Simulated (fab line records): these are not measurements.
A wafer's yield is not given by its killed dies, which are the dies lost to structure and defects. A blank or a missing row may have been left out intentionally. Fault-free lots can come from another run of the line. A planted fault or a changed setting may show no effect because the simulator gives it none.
fab line records + flow sfqLine
record:
- lots: 14
- wafers: 42
- lastDay: 92
route steps=325 shown I3@134
lots that met no fault: taken from a fault-free run of the same line
startH: hours from the record's opening day to when the first of the lot's shown wafers began + waitH: time in hours since the lot's previous step + " as in the row above + L1.1+2: a row that stands for several wafers + - no value, or no start given + * or withheld: withheld + < > ~ a bound
route shown NAME@n: names a module that has steps shown in the file, with the first one's number in the route + usual: average and standard deviation across the fault-free wafers + same: alike in all rows + chamber/n: place in a boat + sites: the reading at each site + _std_site: their standard deviation + _edge_site: the outer-site mean with the inner-site mean subtracted + radiusMm: how far each site lies from the wafer's centre + mask NAME#n: copy n + behind: the tool/chamber that last shaped the wafer + hold: why the lot was held/for how many hours/how that ended + device: transistor that didn't switch, given as n, p or np + end of line: tests of these same wafers at the route's end + a step without rows: its recipe alone + killed: count of dies lost to structure and defects at first sort (not the wafer's yield) + map: per-die view of a wafer (x killed, . not killed, _ where there is no die)
set.NAME: the setting the step ran with; set.NAME@STEP: the setting that earlier step ran with + model.NAME: the simulator's own value behind a step, which no gauge read
route steps across a sampled set of lots; one table per step, one row per wafer
services: a tool's chamber out of use, with start hour (startH, from the record's first day; less than 0 if before it), hours out, and reason
== steps ==
step: SFQ_TRILAYER_I3_CMP_CMP_082
recipe:
- material: SiO2
- downForcePsi: 3
- platenRpm: 60
- padVelocityMS: 0.94248
usual:
- edgeZonePressureFrac: 1.000/0.0046
- motorCurrentA: 10.2/0.71
- timeToEndpointS: 212/8.2
| lot.wafer | tool   | chamber | startH  | waitH | edgeZonePressureFrac | motorCurrentA | timeToEndpointS |
|-----------|--------|---------|---------|-------|----------------------|---------------|-----------------|
| L563.4    | cmp-01 | 3       | 1055.54 | 0.5   | 0.998                | 9.6           | 214             |
| L563.5    | "      | 2       | 1057.04 | 2.0   | 1.004                | 11.6          | 226             |
| L563.6    | "      | 3       | "       | "     | 1.000                | 10.3          | 214             |
| L564.2    | cmp-01 | 2       | 1059.10 | 0.5   | 0.997                | 11.9          | 225             |
| L564.1    | "      | 0       | 1060.10 | 1.5   | 1.002                | 9.6           | 233             |
| L564.5    | "      | 2       | 1061.10 | 2.5   | 1.004                | 11.2          | 225             |
| L569.1    | cmp-02 | 2       | 1106.72 | 0.0   | 1.003                | 9.6           | 215             |
| L569.3    | "      | 3       | "       | "     | 1.001                | 11.7          | 211             |
| L569.5    | "      | 2       | 1108.72 | 2.0   | 0.997                | 9.8           | 215             |
| L570.2    | cmp-02 | 0       | 1116.32 | 0.0   | 1.007                | 10.4          | 198             |
| L570.4    | "      | 1       | "       | "     | 1.002                | 9.8           | 201             |
| L570.1    | "      | 3       | 1117.82 | 1.5   | 0.994                | 10.0          | 198             |
| L572.4    | cmp-02 | 1       | 1133.62 | 0.5   | 1.001                | 9.7           | 209             |
| L572.5    | "      | 0       | 1135.12 | 2.0   | 1.011                | 10.4          | 219             |
| L572.6    | "      | 1       | "       | "     | 1.004                | 9.6           | 211             |
| L573.2    | cmp-02 | 0       | 1150.42 | 0.5   | 1.004                | 10.7          | 195             |
| L573.3    | "      | 2       | 1151.42 | 1.5   | 1.002                | 10.2          | 198             |
| L573.5    | "      | 0       | 1152.42 | 2.5   | 1.002                | 10.2          | 206             |
| L574.1    | cmp-02 | 1       | 1156.05 | 0.0   | 1.000                | 9.3           | 204             |
| L574.4    | "      | 3       | 1157.05 | 1.0   | 1.002                | 10.8          | 222             |
| L574.3    | "      | 0       | "       | "     | 1.006                | 10.3          | 210             |
| L575.1    | cmp-01 | 0       | 1176.45 | 4.5   | 1.000                | 10.1          | 203             |
| L575.3    | "      | 1       | "       | "     | 0.989                | 9.6           | 203             |
| L575.6    | "      | 0       | 1178.45 | 6.5   | 0.996                | 10.2          | 202             |
| L577.3    | cmp-02 | 3       | 1192.05 | 2.9   | 0.996                | 10.9          | 177             |
| L577.2    | "      | 1       | 1193.05 | 3.9   | 1.003                | 10.1          | 205             |
| L577.5    | "      | 0       | 1194.55 | 5.4   | 1.000                | 10.5          | 170             |
| L578.3    | cmp-02 | 0       | 1198.05 | 0.9   | 1.006                | 10.6          | 162             |
| L578.1    | "      | 1       | "       | "     | 0.994                | 9.6           | 164             |
| L578.5    | "      | 1       | 1200.55 | 3.4   | 1.000                | 9.4           | 176             |
| L579.1    | cmp-01 | 1       | 1205.66 | 0.5   | 1.007                | 10.2          | 203             |
| L579.5    | "      | 0       | 1207.16 | 2.0   | 1.007                | 10.2          | 209             |
| L579.6    | "      | 1       | "       | "     | 1.001                | 9.5           | 211             |
| L580.2    | cmp-01 | 2       | 1209.16 | 2.4   | 0.998                | 11.8          | 220             |
| L580.1    | "      | 3       | "       | "     | 0.999                | 10.0          | 205             |
| L580.5    | "      | 1       | 1210.66 | 3.9   | 0.994                | 10.3          | 207             |
| L585.1    | cmp-01 | 3       | 1242.55 | 2.1   | 0.998                | 9.2           | 205             |
| L585.2    | "      | 1       | 1243.55 | 3.1   | 1.006                | 9.3           | 202             |
| L585.6    | "      | 2       | "       | "     | 1.004                | 11.3          | 222             |
| L586.1    | cmp-01 | 2       | 1261.86 | 0.9   | 1.002                | 12.1          | 199             |
| L586.2    | "      | 1       | 1263.36 | 2.4   | 0.992                | 9.9           | 198             |
| L586.6    | "      | 2       | "       | "     | 1.003                | 11.4          | 217             |
step: SFQ_I3_BOW_MEAS_922
recipe:
- mode: bow
usual:
- I3_BOW: 3/8
| lot.wafer | tool         | chamber | startH  | waitH | I3_BOW[um] |
|-----------|--------------|---------|---------|-------|------------|
| L563.4    | filmMetro-03 | -       | 1058.10 | 2.1   | 15         |
| L563.5    | "            | -       | "       | "     | 12         |
| L563.6    | "            | -       | "       | "     | 11         |
| L564.1    | filmMetro-02 | -       | 1061.60 | 1.0   | 14         |
| L564.2    | "            | -       | "       | "     | 12         |
| L564.5    | "            | -       | "       | "     | 13         |
| L569.1    | filmMetro-03 | -       | 1109.72 | 2.5   | -4         |
| L569.3    | "            | -       | "       | "     | 1          |
| L569.5    | "            | -       | "       | "     | -2         |
| L570.1    | filmMetro-03 | -       | 1119.32 | 1.0   | -1         |
| L570.2    | "            | -       | "       | "     | -15        |
| L570.4    | "            | -       | "       | "     | 4          |
| L572.4    | filmMetro-02 | -       | 1136.18 | 2.1   | 6          |
| L572.5    | "            | -       | "       | "     | 10         |
| L572.6    | "            | -       | "       | "     | 1          |
| L573.2    | filmMetro-03 | -       | 1152.94 | 2.0   | 3          |
| L573.3    | "            | -       | "       | "     | 6          |
| L573.5    | "            | -       | "       | "     | 9          |
| L574.1    | filmMetro-04 | -       | 1159.05 | 2.5   | 1          |
| L574.3    | "            | -       | "       | "     | 8          |
| L574.4    | "            | -       | "       | "     | 8          |
| L575.1    | filmMetro-04 | -       | 1179.45 | 2.5   | 9          |
| L575.3    | "            | -       | "       | "     | 8          |
| L575.6    | "            | -       | "       | "     | 15         |
| L577.2    | filmMetro-02 | -       | 1195.07 | 1.5   | 0          |
| L577.3    | "            | -       | "       | "     | 3          |
| L577.5    | "            | -       | "       | "     | 12         |
| L577.2    | filmMetro-02 | -       | 1196.39 | 1.3   | -          |
| L577.3    | "            | -       | "       | "     | -          |
| L577.5    | "            | -       | "       | "     | -          |
| L578.1    | filmMetro-04 | -       | 1201.05 | 2.0   | 14         |
| L578.3    | "            | -       | "       | "     | 12         |
| L578.5    | "            | -       | "       | "     | 5          |
| L578.1    | filmMetro-04 | -       | 1202.37 | 1.3   | -          |
| L578.3    | "            | -       | "       | "     | -          |
| L578.5    | "            | -       | "       | "     | -          |
| L579.1    | filmMetro-04 | -       | 1208.16 | 2.0   | 11         |
| L579.5    | "            | -       | "       | "     | 4          |
| L579.6    | "            | -       | "       | "     | -2         |
| L580.1    | filmMetro-04 | -       | 1211.16 | 1.0   | 4          |
| L580.2    | "            | -       | "       | "     | -8         |
| L580.5    | "            | -       | "       | "     | -5         |
| L585.1    | filmMetro-03 | -       | 1245.05 | 2.0   | -15        |
| L585.2    | "            | -       | "       | "     | -20        |
| L585.6    | "            | -       | "       | "     | -11        |
| L586.1    | filmMetro-03 | -       | 1264.86 | 2.5   | 3          |
| L586.2    | "            | -       | "       | "     | -3         |
| L586.6    | "            | -       | "       | "     | 10         |
step: SFQ_TRILAYER_I3_METRO_MEASURE_083
usual:
- thkNm: 199.6/0.94
| lot.wafer | tool         | chamber | startH  | waitH | thkNm |
|-----------|--------------|---------|---------|-------|-------|
| L563.4    | filmMetro-03 | -       | 1058.76 | 0.6   | 199.2 |
| L563.5    | "            | -       | "       | "     | 200.6 |
| L563.6    | "            | -       | "       | "     | 199.0 |
| L564.1    | filmMetro-02 | -       | 1061.72 | 0.1   | 199.6 |
| L564.2    | "            | -       | "       | "     | 201.6 |
| L564.5    | "            | -       | "       | "     | 201.3 |
| L569.1    | filmMetro-03 | -       | 1109.84 | 0.1   | 199.1 |
| L569.3    | "            | -       | "       | "     | 200.6 |
| L569.5    | "            | -       | "       | "     | 198.6 |
| L570.1    | filmMetro-03 | -       | 1119.44 | 0.1   | 200.4 |
| L570.2    | "            | -       | "       | "     | 198.4 |
| L570.4    | "            | -       | "       | "     | 198.2 |
| L572.4    | filmMetro-02 | -       | 1136.84 | 0.6   | 199.9 |
| L572.5    | "            | -       | "       | "     | 199.8 |
| L572.6    | "            | -       | "       | "     | 198.6 |
| L573.2    | filmMetro-03 | -       | 1153.24 | 0.3   | 201.8 |
| L573.3    | "            | -       | "       | "     | 200.8 |
| L573.5    | "            | -       | "       | "     | 200.8 |
| L574.1    | filmMetro-04 | -       | 1159.17 | 0.1   | 199.8 |
| L574.3    | "            | -       | "       | "     | 200.8 |
| L574.4    | "            | -       | "       | "     | 200.3 |
| L575.1    | filmMetro-04 | -       | 1179.57 | 0.1   | 199.2 |
| L575.3    | "            | -       | "       | "     | 200.7 |
| L575.6    | "            | -       | "       | "     | 199.5 |
| L577.2    | filmMetro-02 | -       | 1203.86 | 7.5   | 198.3 |
| L577.3    | "            | -       | "       | "     | 250.0 |
| L577.5    | "            | -       | "       | "     | 251.1 |
| L577.2    | filmMetro-02 | -       | 1205.34 | 1.3   | 198.5 |
| L577.3    | "            | -       | "       | "     | 250.5 |
| L577.5    | "            | -       | "       | "     | 250.7 |
| L578.1    | filmMetro-04 | -       | 1204.97 | 2.6   | 249.2 |
| L578.3    | "            | -       | "       | "     | 250.0 |
| L578.5    | "            | -       | "       | "     | 248.1 |
| L578.1    | filmMetro-04 | -       | 1206.34 | 1.2   | 249.2 |
| L578.3    | "            | -       | "       | "     | 250.1 |
| L578.5    | "            | -       | "       | "     | 248.5 |
| L579.1    | filmMetro-04 | -       | 1208.28 | 0.1   | 199.9 |
| L579.5    | "            | -       | "       | "     | 199.0 |
| L579.6    | "            | -       | "       | "     | 197.8 |
| L580.1    | filmMetro-04 | -       | 1211.28 | 0.1   | 199.9 |
| L580.2    | "            | -       | "       | "     | 200.6 |
| L580.5    | "            | -       | "       | "     | 199.6 |
| L585.1    | filmMetro-03 | -       | 1245.17 | 0.1   | 199.0 |
| L585.2    | "            | -       | "       | "     | 198.2 |
| L585.6    | "            | -       | "       | "     | 200.4 |
| L586.1    | filmMetro-03 | -       | 1264.98 | 0.1   | 200.9 |
| L586.2    | "            | -       | "       | "     | 199.0 |
| L586.6    | "            | -       | "       | "     | 200.0 |
step: SFQ_TRILAYER_I3_VIA_ETCH_VIA_ETCH_088
recipe:
- target: SiO2
- stopOn: Nb
- maskMaterial: PR
- taperDeg: 20
- chemistry: CHF3
- targetDepthNm: 260
- sourceW: 500
- biasW: 80
- pressureMtorr: 30
- timeS: withheld
usual:
- biasW: 80.01/0.22
- drypumpMotorCurrentA: 5.6/0.45
- oesProductAu: 0.854/0.0053
- rfFwdPowerW: 497.9/1.7
| lot.wafer | tool       | chamber | startH  | waitH | biasW | drypumpMotorCurrentA | oesProductAu | rfFwdPowerW |
|-----------|------------|---------|---------|-------|-------|----------------------|--------------|-------------|
| L563.4    | rieDiel-03 | 0       | 1197.38 | 0.0   | 80.02 | 5.2                  | 0.857        | 495.6       |
| L563.5    | "          | 1       | "       | "     | 80.14 | 4.8                  | 0.851        | 499.3       |
| L563.6    | "          | 0       | "       | "     | 79.76 | 5.3                  | 0.857        | 496.9       |
| L564.1    | rieDiel-03 | 3       | 1202.18 | 0.0   | 80.31 | 5.5                  | 0.853        | 496.5       |
| L564.2    | "          | 0       | "       | "     | 80.03 | 5.3                  | 0.866        | 500.7       |
| L564.5    | "          | 3       | "       | "     | 80.16 | 5.5                  | 0.853        | 498.3       |
| L569.1    | rieDiel-03 | 3       | 1250.60 | 0.0   | 79.94 | 5.5                  | 0.852        | 499.1       |
| L569.3    | "          | 2       | "       | "     | 79.89 | 5.1                  | 0.854        | 496.0       |
| L569.5    | "          | 3       | "       | "     | 79.97 | 5.5                  | 0.845        | 497.3       |
| L570.1    | rieDiel-03 | 0       | 1257.80 | 0.0   | 80.18 | 5.3                  | 0.856        | 496.5       |
| L570.2    | "          | 2       | "       | "     | 80.15 | 5.1                  | 0.848        | 501.0       |
| L570.4    | "          | 1       | "       | "     | 80.09 | 4.8                  | 0.852        | 500.2       |
| L572.4    | rieDiel-02 | 0       | 1277.00 | 0.0   | 80.02 | 5.9                  | 0.853        | 496.8       |
| L572.5    | "          | 3       | "       | "     | 80.04 | 6.2                  | 0.854        | 499.0       |
| L572.6    | "          | 0       | "       | "     | 80.18 | 5.8                  | 0.854        | 496.4       |
| L573.2    | rieDiel-02 | 1       | 1292.03 | 0.0   | 79.87 | 5.3                  | 0.856        | 498.6       |
| L573.3    | "          | 2       | "       | "     | 80.28 | 6.0                  | 0.853        | 499.2       |
| L573.5    | "          | 1       | "       | "     | 79.67 | 5.3                  | 0.860        | 499.3       |
| L574.1    | rieDiel-02 | 2       | 1295.63 | 0.0   | 79.95 | 6.0                  | 0.857        | 496.0       |
| L574.3    | "          | 3       | "       | "     | 79.97 | 6.2                  | 0.861        | 497.3       |
| L574.4    | "          | 1       | "       | "     | 80.23 | 5.3                  | 0.845        | 497.1       |
| L575.1    | rieDiel-03 | 2       | 1307.63 | 0.0   | 80.11 | 5.1                  | 0.853        | 500.0       |
| L575.3    | "          | 1       | "       | "     | 79.61 | 4.8                  | 0.860        | 496.8       |
| L575.6    | "          | 2       | "       | "     | 80.26 | 5.1                  | 0.850        | 497.8       |
| L577.2    | rieDiel-02 | 1       | 1326.17 | 0.0   | 80.17 | 5.3                  | 0.849        | 498.1       |
| L577.3    | "          | 3       | "       | "     | 79.96 | 6.2                  | 0.976        | 499.3       |
| L577.5    | "          | 0       | "       | "     | 80.15 | 5.8                  | 0.976        | 498.8       |
| L578.1    | rieDiel-03 | 0       | 1335.69 | 0.0   | 79.98 | 5.3                  | 0.964        | 497.3       |
| L578.3    | "          | 3       | "       | "     | 79.60 | 5.5                  | 0.970        | 498.4       |
| L578.5    | "          | 0       | "       | "     | 80.29 | 5.3                  | 0.962        | 497.7       |
| L579.1    | rieDiel-02 | 1       | 1341.69 | 0.0   | 79.92 | 5.3                  | 0.853        | 496.2       |
| L579.5    | "          | 3       | "       | "     | 80.10 | 6.2                  | 0.858        | 498.2       |
| L579.6    | "          | 2       | "       | "     | 80.22 | 6.0                  | 0.853        | 497.9       |
| L580.1    | rieDiel-03 | 0       | 1345.29 | 0.0   | 79.68 | 5.3                  | 0.852        | 499.9       |
| L580.2    | "          | 1       | "       | "     | 80.30 | 4.8                  | 0.856        | 500.2       |
| L580.5    | "          | 0       | "       | "     | 79.67 | 5.3                  | 0.849        | 498.8       |
| L585.1    | rieDiel-02 | 2       | 1372.91 | 0.0   | 80.00 | 6.0                  | 0.846        | 500.4       |
| L585.2    | "          | 0       | "       | "     | 79.80 | 5.9                  | 0.853        | 494.5       |
| L585.6    | "          | 0       | "       | "     | 80.19 | 5.9                  | 0.856        | 494.8       |
| L586.1    | rieDiel-03 | 0       | 1387.29 | 0.0   | 80.43 | 5.3                  | 0.862        | 499.0       |
| L586.2    | "          | 2       | "       | "     | 79.85 | 5.1                  | 0.853        | 495.8       |
| L586.6    | "          | 0       | "       | "     | 80.11 | 5.3                  | 0.864        | 494.6       |
== services ==
| tool         | chamber | startH  | hours | kind   |
|--------------|---------|---------|-------|--------|
| cmp-01       | -       | 1036.75 | 2.7   | repair |
| rieDiel-03   | 1       | 1043.92 | 2.9   | repair |
| rieDiel-02   | 3       | 1049.64 | 13.1  | repair |
| rieDiel-02   | 0       | 1050.27 | 1.7   | repair |
| cmp-02       | -       | 1070.00 | 4.7   | pm     |
| filmMetro-03 | -       | 1079.43 | 0.5   | pm     |
| cmp-02       | -       | 1087.36 | 4.0   | pm     |
| filmMetro-04 | -       | 1091.32 | 1.4   | pm     |
| cmp-01       | -       | 1093.17 | 2.3   | repair |
| cmp-01       | -       | 1099.82 | 0.8   | repair |
| cmp-01       | -       | 1217.58 | 6.5   | pm     |
| cmp-02       | -       | 1242.78 | 5.8   | pm     |
| cmp-02       | -       | 1250.70 | 1.0   | repair |
| cmp-01       | -       | 1257.86 | 4.0   | pm     |
| rieDiel-03   | 1       | 1261.55 | 6.4   | repair |
| rieDiel-03   | 3       | 1282.83 | 12.2  | repair |
| rieDiel-03   | 0       | 1295.43 | 3.0   | repair |
| cmp-02       | -       | 1306.38 | 1.2   | repair |
| rieDiel-03   | 3       | 1306.97 | 10.2  | repair |
| rieDiel-03   | 0       | 1309.42 | 1.7   | repair |
| rieDiel-03   | 0       | 1328.47 | 5.1   | repair |
| rieDiel-03   | 1       | 1328.91 | 7.7   | repair |
| cmp-01       | -       | 1363.31 | 1.1   | repair |
| rieDiel-03   | 3       | 1386.26 | 1.2   | repair |
== key ==
firstSign:
- step: SFQ_TRILAYER_I3_CMP_CMP_082
- reading: timeToEndpointS
- direction: down
- sigmas: 5.1
- usual: *
- struck: *
effect:
- step: SFQ_I3_BOW_MEAS_922
- reading: visit
- direction: added
effect:
- step: SFQ_TRILAYER_I3_METRO_MEASURE_083
- reading: visit
- direction: added
effect:
- step: SFQ_TRILAYER_I3_METRO_MEASURE_083
- reading: thkNm
- direction: up
- sigmas: 53
- usual: 199.6
- struck: 249.7
effect:
- step: SFQ_TRILAYER_I3_VIA_ETCH_VIA_ETCH_088
- reading: oesProductAu
- direction: up
- sigmas: 22
- usual: 0.854
- struck: 0.970
metAt SFQ_TRILAYER_I3_CMP_CMP_082
struckLots L577,L578
struckWafers L577.3,L577.5,L578.1,L578.3,L578.5
onsetBetween 1156.05 1192.05
fault:
- kind: processParameterDrift
- tool: cmp-02
- chamber: -
- onsetH: 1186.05
- steps: SFQ_TRILAYER_I3_CMP_CMP_082
- channel: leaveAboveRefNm
- offset: 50
- shape: step
- endH: 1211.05
- scope: struckWafersOnly
- actsIn: theseRecipesOnly
- stated: 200
